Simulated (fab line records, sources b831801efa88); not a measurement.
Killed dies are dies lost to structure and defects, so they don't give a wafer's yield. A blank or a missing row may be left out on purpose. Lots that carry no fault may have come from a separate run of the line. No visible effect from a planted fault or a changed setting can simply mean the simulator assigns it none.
fab line records    flow sfqLine
[record] lots = 6  wafers = 18  lastDay = 86
route steps=325 shown C5@240 M6@251
lots with no fault: from the same line, run without faults
startH: hours from the record's opening day to when the first of the lot's shown wafers began    waitH: hours from the lot's prior step to this one    " identical to the entry in the row above    L1.1+2: a row that stands for several wafers    - either no value or no given start    * or withheld: withheld    < > ~ a bound
route shown NAME@n: names a module that has steps shown in the file, with the first one's number in the route    usual: mean/standard deviation taken from wafers without a fault    same: alike in all rows    chamber/n: place in a boat    sites: per-site readings    _std_site: their standard deviation    _edge_site: the outer-site mean with the inner-site mean subtracted    radiusMm: for every site, how far away it sits from the centre of the wafer    mask NAME#n: copy n    behind: the most recent tool/chamber to have shaped the wafer    hold: the reason the lot was held/the length of the hold in hours/how it ended    device: the n, p or np transistor that did not switch    end of line: the tests these same wafers got at the end of their route    a step without rows: its recipe alone    killed: dies lost to structure and defects at the first sort, not the wafer's yield    map: the dies of a wafer, with x for killed, . for not killed, _ for no die there
set.NAME: setting as actually run; set.NAME@STEP: the setting as run at that earlier step    model.NAME: the simulator's own value behind a step, which no gauge read
lots seen at some steps along the route; tables by step, rows by wafer
services: the hour from which a tool's chamber was out of use, counted from the record's first day as startH (under 0 if before that day), plus the number of hours and why
[[steps]]
[step SFQ_TRILAYER_C5_LITHO_COAT_156]
[recipe] resist = BARC  spinRpm = 3000  resistThkNm = 62
[step SFQ_TRILAYER_C5_LITHO_COAT_151]
[recipe] resist = KrF  spinRpm = 3000  resistThkNm = 650
[step SFQ_TRILAYER_C5_LITHO_SOFTBAKE_155]
[recipe] tempC = withheld  timeS = withheld  resist = KrF
[step SFQ_TRILAYER_C5_LITHO_EXPOSE_152]
[recipe] maskId = C5  na = 0.6  sourceShape = conventional  sigmaOuter = 0.65  targetCdNm = 500  doseMj = 21.3
[step SFQ_TRILAYER_C5_LITHO_PEB_154]
[recipe] pebTempC = 115  pebTimeS = 60  resist = KrF
[step SFQ_TRILAYER_C5_LITHO_DEVELOP_153]
[recipe] timeS = 60  resist = KrF
[step SFQ_C5_OVL_MEAS_937]
[usual] C5_OVL = 1/5.2
lot.wafer  tool        chamber  startH   waitH  C5_OVL[nm]
L627.1     overlay-02  -        1488.18  0.1    -5
L627.2     "           -        "        "      3
L627.4     "           -        "        "      2
L634.4     overlay-02  -        1762.42  0.1    8
L634.5     "           -        "        "      5
L634.6     "           -        "        "      10
L635.2     overlay-01  -        1796.01  0.1    -6
L635.3     "           -        "        "      -1
L635.4     "           -        "        "      -4
L636.2     overlay-01  -        1798.41  0.1    -1
L636.4     "           -        "        "      0
L636.5     "           -        "        "      3
L645.2     overlay-02  -        1839.50  0.1    3
L645.5     "           -        "        "      -5
L645.6     "           -        "        "      11
L648.1     overlay-02  -        1847.14  0.1    -3
L648.2     "           -        "        "      0
L648.3     "           -        "        "      2
[step SFQ_TRILAYER_C5_BARC_OPEN_VIA_ETCH_210]
[recipe] maskMaterial = PR  chemistry = O2  targetDepthNm = 125  target = BARC  sourceW = 500  biasW = 80  pressureMtorr = 30  timeS = 40.57
[usual] drypumpMotorCurrentA = 6.0/0.42  oesProductAu = 0.693/0.0044
lot.wafer  tool        chamber  startH   waitH  drypumpMotorCurrentA  oesProductAu  rfHoursCounterH
L627.1     rieDiel-01  1        1488.22  0.0    6.3                   0.699         18
L627.2     "           2        "        "      5.5                   0.691         10
L627.4     "           3        "        "      5.8                   0.697         15
L634.4     rieDiel-02  2        1762.44  0.0    5.0                   0.690         17
L634.5     "           3        "        "      5.6                   0.699         -
L634.6     "           2        "        "      5.0                   0.695         -
L635.2     rieDiel-02  0        1796.04  0.0    5.9                   0.693         17
L635.3     "           3        "        "      5.6                   0.686         5
L635.4     "           1        "        "      6.4                   0.697         2
L636.2     rieDiel-03  0        1798.44  0.0    6.1                   0.694         0
L636.4     "           1        "        "      6.2                   0.692         1
L636.5     "           0        "        "      6.0                   0.684         -
L645.2     rieDiel-03  3        1839.53  0.0    6.3                   0.692         18
L645.5     "           1        "        "      6.2                   0.694         -
L645.6     "           0        "        "      6.1                   0.693         -
L648.1     rieDiel-01  2        1847.17  0.0    5.5                   0.688         14
L648.2     "           1        "        "      6.3                   0.696         2
L648.3     "           3        "        "      5.9                   0.691         0
[step SFQ_TRILAYER_C5_ETCH_VIA_ETCH_154]
[recipe] target = SiO2  maskMaterial = PR  chemistry = CHF3  targetDepthNm = 84  sourceW = 500  biasW = 80  pressureMtorr = 30  timeS = withheld  stopOn = Nb
[usual] drypumpMotorCurrentA = 6.0/0.41  oesProductAu = 0.895/0.0087
lot.wafer  tool        chamber  startH   waitH  drypumpMotorCurrentA  oesProductAu
L627.1     rieDiel-01  1        1488.26  0.0    6.3                   0.893
L627.2     "           2        "        "      5.4                   0.898
L627.4     "           3        "        "      5.8                   0.898
L634.4     rieDiel-02  2        1762.48  0.0    5.0                   0.899
L634.5     "           3        "        "      5.6                   0.906
L634.6     "           2        "        "      5.0                   0.910
L635.2     rieDiel-02  0        1796.08  0.0    5.9                   0.890
L635.3     "           3        "        "      5.6                   0.889
L635.4     "           1        "        "      6.4                   0.888
L636.2     rieDiel-03  0        1798.48  0.0    6.1                   0.880
L636.4     "           1        "        "      6.2                   0.891
L636.5     "           0        "        "      6.1                   0.890
L645.2     rieDiel-03  3        1839.57  0.0    6.3                   0.892
L645.5     "           1        "        "      6.2                   0.902
L645.6     "           0        "        "      6.1                   0.900
L648.1     rieDiel-01  2        1847.21  0.0    5.5                   0.882
L648.2     "           1        "        "      6.4                   0.880
L648.3     "           3        "        "      5.8                   0.879
[step SFQ_TRILAYER_C5_STRIP_STRIP_155]
[recipe] gas = O2  powerW = 200  platenTempC = 40  overashFraction = 0.65  chemistry = O2  pressureMtorr = 50
[usual] drypumpMotorCurrentA = 5.6/0.56  heBacksideLeakSccm = 3.5/0.3  oesProductAu = 1.002/0.0074
[same] overashFraction = 0.65
lot.wafer  tool         chamber  startH   waitH  drypumpMotorCurrentA  heBacksideLeakSccm  oesProductAu  rfHoursCounterH
L627.1     rieMetal-04  0        1488.30  -      4.8                   3.3                 0.994         77
L627.2     "            1        "        "      5.8                   3.0                 1.000         64
L627.4     "            0        "        "      4.8                   3.4                 1.000         -
L634.4     rieMetal-02  0        1762.73  -      6.1                   3.5                 1.000         -
L634.5     "            0        "        "      6.1                   3.5                 1.000         -
L634.6     "            1        "        "      5.2                   3.8                 0.998         -
L635.2     rieMetal-04  1        1796.13  -      5.8                   3.9                 0.996         100
L635.3     "            1        "        "      5.8                   3.4                 0.989         -
L635.4     "            0        "        "      4.8                   3.4                 1.006         -
L636.2     rieMetal-01  1        1798.73  -      6.2                   3.6                 1.007         -
L636.4     "            1        "        "      6.2                   3.7                 1.006         -
L636.5     "            1        "        "      6.2                   3.7                 1.014         -
L645.2     rieMetal-01  1        1839.62  -      6.2                   3.9                 1.010         98
L645.5     "            0        "        "      5.3                   3.3                 0.993         -
L645.6     "            1        "        "      6.2                   3.7                 1.005         -
L648.1     rieMetal-04  0        1847.26  -      4.8                   3.5                 1.008         120
L648.2     "            1        "        "      5.8                   3.4                 0.993         107
L648.3     "            1        "        "      5.8                   3.5                 0.988         -
[step SFQ_TRILAYER_C5_STRIP_SOLV_CLEAN_156]
[recipe] chemistry = NMP  tempC = 70  timeS = 600
[step SFQ_TRILAYER_M6_DEP_PRE_CLEAN_158]
[recipe] gas = Ar  timeS = 22.5  biasV = 250
[step SFQ_TRILAYER_M6_DEP_SPUTTER_157]
[recipe] material = Nb  basePressurePa = 1.33e-06  chamberPressurePa = 0.1333  substrateTempC = 20  targetThkNm = 200  powerW = 2000  timeS = 133.3
[usual] basePressurePa = 1.33e-06/1e-07  cathodeDcPowerW = 2000.0/0.36  throttleValvePct = 29.6/1.1
lot.wafer  tool           chamber  startH   waitH  basePressurePa  cathodeDcPowerW  throttleValvePct
L627.1     pvdSputter-04  -        1489.11  0.0    1.35e-06        1999.5           28.7
L627.2     "              -        "        "      1.45e-06        2000.3           30.7
L627.4     "              -        "        "      1.36e-06        2000.6           28.9
L634.4     pvdSputter-05  -        1763.35  0.0    -               -                -
L634.5     "              -        "        "      -               -                -
L634.6     "              -        "        "      -               -                -
L635.2     pvdSputter-06  -        1796.93  0.0    -               -                -
L635.3     "              -        "        "      -               -                -
L635.4     "              -        "        "      -               -                -
L636.2     pvdSputter-05  -        1799.93  0.0    1.35e-06        1999.9           30.4
L636.4     "              -        "        "      1.25e-06        2000.2           30.6
L636.5     "              -        "        "      1.35e-06        2000.7           30.3
L645.2     pvdSputter-05  -        1840.42  0.0    1.3e-06         1999.4           30.6
L645.5     "              -        "        "      1.33e-06        1999.9           28.0
L645.6     "              -        "        "      1.3e-06         1999.7           30.2
L648.1     pvdSputter-05  -        1848.07  0.0    1.35e-06        2000.2           28.2
L648.2     "              -        "        "      1.24e-06        1999.7           30.5
L648.3     "              -        "        "      1.41e-06        2000.3           31.0
[step SFQ_M6_RS_MEAS_938]
[recipe] thkMeasGauge = four-point-probe  reads = Nb_of_TRILAYER_M6_DEP_SPUTTER_157
[usual] M6_NB_RS = 0.894/0.009
lot.wafer  tool          chamber  startH   waitH  M6_NB_RS[ohm/sq]
L627.1     filmMetro-02  -        1489.20  0.0    0.911
L627.2     "             -        "        "      0.907
L627.4     "             -        "        "      0.904
L634.4     filmMetro-01  -        1763.50  0.1    -
L634.5     "             -        "        "      -
L634.6     "             -        "        "      -
L635.2     filmMetro-02  -        1797.04  0.1    -
L635.3     "             -        "        "      -
L635.4     "             -        "        "      -
L636.2     filmMetro-02  -        1800.04  0.1    0.893
L636.4     "             -        "        "      0.904
L636.5     "             -        "        "      0.896
L645.2     filmMetro-04  -        1840.53  0.1    0.888
L645.5     "             -        "        "      0.892
L645.6     "             -        "        "      0.889
L648.1     filmMetro-04  -        1848.29  0.2    0.887
L648.2     "             -        "        "      0.890
L648.3     "             -        "        "      0.890
[step SFQ_TRILAYER_M6_LITHO_COAT_164]
[recipe] resist = BARC  spinRpm = 3000  resistThkNm = 62
[step SFQ_TRILAYER_M6_LITHO_COAT_159]
[recipe] resist = KrF  spinRpm = 3000  resistThkNm = 603.2
[step SFQ_TRILAYER_M6_LITHO_SOFTBAKE_163]
[recipe] tempC = withheld  timeS = withheld  resist = KrF
[step SFQ_TRILAYER_M6_LITHO_EXPOSE_160]
[recipe] maskId = M6  na = 0.6  sourceShape = conventional  sigmaOuter = 0.65  targetCdNm = 500  doseMj = 14.4
[step SFQ_TRILAYER_M6_LITHO_PEB_162]
[recipe] pebTempC = 115  pebTimeS = 60  resist = KrF
[step SFQ_TRILAYER_M6_LITHO_DEVELOP_161]
[recipe] timeS = 60  resist = KrF
[step SFQ_M6_OVL_MEAS_940]
[usual] M6_OVL = 6/4.7
lot.wafer  tool        chamber  startH   waitH  M6_OVL[nm]
L627.1     overlay-02  -        1623.37  0.1    11
L627.2     "           -        "        "      10
L627.4     "           -        "        "      12
L634.4     overlay-01  -        1766.05  0.1    7
L634.5     "           -        "        "      12
L634.6     "           -        "        "      12
L635.2     overlay-02  -        1799.46  0.1    11
L635.3     "           -        "        "      7
L635.4     "           -        "        "      8
L636.2     overlay-02  -        1802.46  0.1    8
L636.4     "           -        "        "      8
L636.5     "           -        "        "      4
L645.2     overlay-02  -        1843.54  0.1    5
L645.5     "           -        "        "      14
L645.6     "           -        "        "      8
L648.1     overlay-02  -        1852.69  0.1    6
L648.2     "           -        "        "      4
L648.3     "           -        "        "      1
[step SFQ_TRILAYER_M6_BARC_OPEN_METAL_ETCH_206]
[recipe] maskMaterial = PR  chemistry = O2  targetDepthNm = 125  target = BARC  icpW = 600  biasW = 80  pressureMtorr = 10  timeS = 41.7
[usual] drypumpMotorCurrentA = 5.8/0.62  heBacksideLeakSccm = 3.51/0.19  oesProductAu = 0.685/0.0044
lot.wafer  tool         chamber  startH   waitH  drypumpMotorCurrentA  heBacksideLeakSccm  oesProductAu  rfHoursCounterH
L627.1     rieMetal-04  1        1623.40  0.0    5.8                   3.14                0.690         82
L627.2     "            0        "        "      4.8                   3.49                0.691         94
L627.4     "            1        "        "      5.8                   3.27                0.690         -
L634.4     rieMetal-03  1        1766.09  0.0    6.1                   3.52                0.679         -
L634.5     "            1        "        "      6.1                   3.48                0.688         -
L634.6     "            0        "        "      6.6                   3.48                0.686         -
L635.2     rieMetal-03  0        1799.49  0.0    6.7                   3.51                0.683         36
L635.3     "            0        "        "      6.6                   3.37                0.691         -
L635.4     "            1        "        "      6.1                   3.46                0.685         -
L636.2     rieMetal-03  0        1802.49  0.0    6.6                   3.35                0.680         36
L636.4     "            1        "        "      6.1                   3.55                0.684         -
L636.5     "            0        "        "      6.6                   3.54                0.678         -
L645.2     rieMetal-02  1        1843.57  0.0    5.2                   3.65                0.683         111
L645.5     "            0        "        "      6.1                   3.58                0.684         -
L645.6     "            1        "        "      5.2                   3.61                0.684         -
L648.1     rieMetal-04  0        1852.72  0.0    4.8                   3.69                0.690         121
L648.2     "            1        "        "      5.8                   3.47                0.683         109
L648.3     "            1        "        "      5.8                   3.36                0.678         -
[step SFQ_TRILAYER_M6_ETCH_METAL_ETCH_162]
[recipe] target = Nb  stopOn = SiO2  maskMaterial = PR  chemistry = Cl2/Ar  targetDepthNm = 240  icpW = 600  biasW = 80  pressureMtorr = 10  timeS = 120
[usual] drypumpMotorCurrentA = 5.8/0.63  heBacksideLeakSccm = 3.50/0.28  oesProductAu = 0.894/0.0065
lot.wafer  tool         chamber  startH   waitH  drypumpMotorCurrentA  heBacksideLeakSccm  oesProductAu  rfHoursCounterH
L627.1     rieMetal-04  1        1623.46  0.0    5.8                   3.37                0.881         82
L627.2     "            0        "        "      4.8                   3.32                0.888         94
L627.4     "            1        "        "      5.8                   3.53                0.884         -
L634.4     rieMetal-03  1        1766.17  0.1    6.1                   3.56                0.374         -
L634.5     "            1        "        "      6.1                   3.54                0.375         -
L634.6     "            0        "        "      6.6                   3.71                0.378         -
L635.2     rieMetal-03  0        1799.55  0.0    6.6                   3.50                0.376         36
L635.3     "            0        "        "      6.6                   3.40                0.380         -
L635.4     "            1        "        "      6.1                   3.47                0.380         -
L636.2     rieMetal-03  0        1802.55  0.0    6.6                   3.40                0.892         36
L636.4     "            1        "        "      6.1                   3.57                0.890         -
L636.5     "            0        "        "      6.6                   3.58                0.889         -
L645.2     rieMetal-02  1        1843.63  0.0    5.2                   4.20                0.898         111
L645.5     "            0        "        "      6.1                   3.26                0.893         -
L645.6     "            1        "        "      5.2                   3.97                0.894         -
L648.1     rieMetal-04  0        1852.78  0.0    4.8                   3.41                0.905         121
L648.2     "            1        "        "      5.8                   3.22                0.903         109
L648.3     "            1        "        "      5.8                   3.26                0.895         -
[step SFQ_TRILAYER_M6_STRIP_STRIP_163]
[recipe] gas = O2  powerW = 200  platenTempC = 40  overashFraction = 0.65  chemistry = O2  pressureMtorr = 50
[usual] drypumpMotorCurrentA = 5.8/0.63  heBacksideLeakSccm = 3.6/0.33  oesProductAu = 1.000/0.008
[same] overashFraction = 0.65
lot.wafer  tool         chamber  startH   waitH  drypumpMotorCurrentA  heBacksideLeakSccm  oesProductAu  rfHoursCounterH
L627.1     rieMetal-04  1        1623.59  0.1    5.8                   3.5                 0.986         82
L627.2     "            0        "        "      4.8                   3.5                 1.012         95
L627.4     "            1        "        "      5.8                   3.3                 1.006         -
L634.4     rieMetal-03  1        1766.45  0.2    6.1                   3.4                 1.003         -
L634.5     "            1        "        "      6.1                   3.5                 1.003         -
L634.6     "            0        "        "      6.6                   3.4                 0.996         -
L635.2     rieMetal-03  0        1799.67  0.1    6.6                   3.6                 1.002         36
L635.3     "            0        "        "      6.6                   3.7                 0.986         -
L635.4     "            1        "        "      6.1                   3.6                 1.010         -
L636.2     rieMetal-03  0        1802.67  0.1    6.7                   3.5                 0.996         36
L636.4     "            1        "        "      6.1                   3.6                 0.984         -
L636.5     "            0        "        "      6.6                   3.4                 1.008         -
L645.2     rieMetal-02  1        1843.76  0.1    5.2                   3.9                 1.005         111
L645.5     "            0        "        "      6.1                   3.5                 1.009         -
L645.6     "            1        "        "      5.2                   3.9                 1.008         -
L648.1     rieMetal-04  0        1852.91  0.1    4.8                   3.3                 1.009         121
L648.2     "            1        "        "      5.8                   3.2                 1.019         109
L648.3     "            1        "        "      5.8                   3.2                 0.999         -
[[services]]
tool           chamber  startH   hours  kind
rieMetal-02    1        1468.06  4.8    repair
rieDiel-02     -        1468.94  2.8    pm
rieMetal-02    -        1470.36  1.4    pm
pvdSputter-05  -        1477.11  2.9    repair
rieDiel-02     2        1498.59  1.7    repair
rieDiel-01     0        1510.54  4.9    repair
rieMetal-04    -        1530.47  1.1    repair
rieMetal-03    0        1532.72  6.4    repair
rieDiel-03     2        1537.57  15.6   repair
pvdSputter-05  -        1551.62  3.3    repair
rieDiel-03     -        1562.68  2.8    pm
rieDiel-02     0        1603.61  1.9    repair
pvdSputter-05  -        1623.87  4.4    repair
rieDiel-03     -        1626.11  1.5    repair
rieMetal-04    -        1641.42  5.4    repair
rieDiel-02     0        1652.79  9.0    repair
pvdSputter-05  -        1667.29  1.4    repair
rieDiel-03     2        1675.85  2.4    repair
rieDiel-02     0        1679.32  3.7    repair
pvdSputter-05  -        1686.44  9.9    repair
rieMetal-02    0        1690.97  1.3    repair
rieDiel-03     2        1711.06  15.9   repair
rieMetal-03    -        1791.84  0.7    repair
rieMetal-03    -        1851.29  4.3    pm
[[key]]
[firstSign] step = SFQ_TRILAYER_M6_DEP_SPUTTER_157  reading = toolRecord  direction = missing
[effect] step = SFQ_M6_RS_MEAS_938  reading = M6_NB_RS  direction = missing
[effect] step = SFQ_TRILAYER_M6_ETCH_METAL_ETCH_162  reading = oesProductAu  direction = down  sigmas = 79  usual = 0.894  struck = 0.377
metAt SFQ_TRILAYER_M6_DEP_SPUTTER_157
struckWafers L634.4,L634.5,L634.6,L635.2,L635.3,L635.4
[fault] kind = skippedStepWhole  tool = pvdSputter-05,pvdSputter-06  chamber = -  onsetH = 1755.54  steps = SFQ_TRILAYER_M6_DEP_SPUTTER_157  scope = struckLotsOnly
